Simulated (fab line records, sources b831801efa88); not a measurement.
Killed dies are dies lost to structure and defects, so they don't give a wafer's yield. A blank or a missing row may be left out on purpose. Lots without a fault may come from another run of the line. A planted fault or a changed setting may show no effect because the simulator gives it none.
One fault seen from 2 desks | flow sky130 | each desk has only its own numbers; what lay behind them comes last

THE TOOL OWNER'S DESK: pvd_sputter-03
The tool's own readings at SKY_METAL4_SPUTTER_00 (material Ti, target thk 15 nm, time 10 s): means of the sampled wafers that have a number, for each lot that ran on this tool. A lot is out of limits, marked OUT, if its mean lies more than 4 standard deviations from the usual mean; the brackets give that distance.
Columns: A = chamber_pressure_pa at SKY_METAL4_SPUTTER_00, usual 0.4001 Pa; B = throttle_valve_pct at SKY_METAL4_SPUTTER_00, usual 30.2 %
lot  | first seen here | A                | B
L933 | day 39 06:10    | 0.4001           | 31.5
L938 | day 41 15:08    | 0.4003           | 31.4
L940 | day 41 16:50    | 0.4001           | 31.3
L944 | day 42 22:19    | 0.3910 (-11) OUT | 31.3
L945 | day 43 06:38    | 0.3913 (-11) OUT | 30.8
This desk's finding: out of limits on L944, L945; first on L944, day 42 22:19 (chamber_pressure_pa at SKY_METAL4_SPUTTER_00). In limits: L933, L938, L940.

THE METROLOGY DESK
What the gauges read, lot by lot, whatever tool the lot ran on: means of the sampled wafers that have a number. A lot is out of limits, marked OUT, if its mean lies more than 4 standard deviations from the usual mean; the brackets give that distance.
Columns: A = cd_nm at SKY_METAL3_CD_MEAS_13, usual 299.8 nm
lot  | first seen here | A
L933 | day 38 01:52    | 299.6
L934 | day 38 08:07    | 298.4
L939 | day 40 08:38    | 299.1
L938 | day 40 10:03    | 295.6
L940 | day 40 13:52    | 300.0
L942 | day 41 18:07    | 301.5
L944 | day 41 20:11    | 299.6
L943 | day 41 20:49    | 299.0
L945 | day 42 04:35    | 302.0
L952 | day 43 21:47    | 299.6
L955 | day 44 15:01    | 302.0
L956 | day 44 21:47    | 300.7
This desk's finding: nothing out of limits on any of the 12 lots.

PUT TOGETHER
The tool owner's desk could have raised an alarm at day 42 22:19, on L944, L945.
The metrology desk saw nothing out of limits.
The metrology desk has L944, L945 on record, within its limits.
Of the lots named, all ran SKY_METAL4_SPUTTER_00 on pvd_sputter-03.

WHAT THE SIMULATOR HAD PUT IN
Process parameter drift: pvd_sputter-03, from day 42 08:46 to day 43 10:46, at SKY_METAL4_SPUTTER_00. Setting chamber_pressure_pa, moved by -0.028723, from 0.4. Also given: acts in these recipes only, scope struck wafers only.
Lots struck among those shown: L944, L945.
Hours from the fault's start to each desk's first reading out of limits: the tool owner's desk, 14.
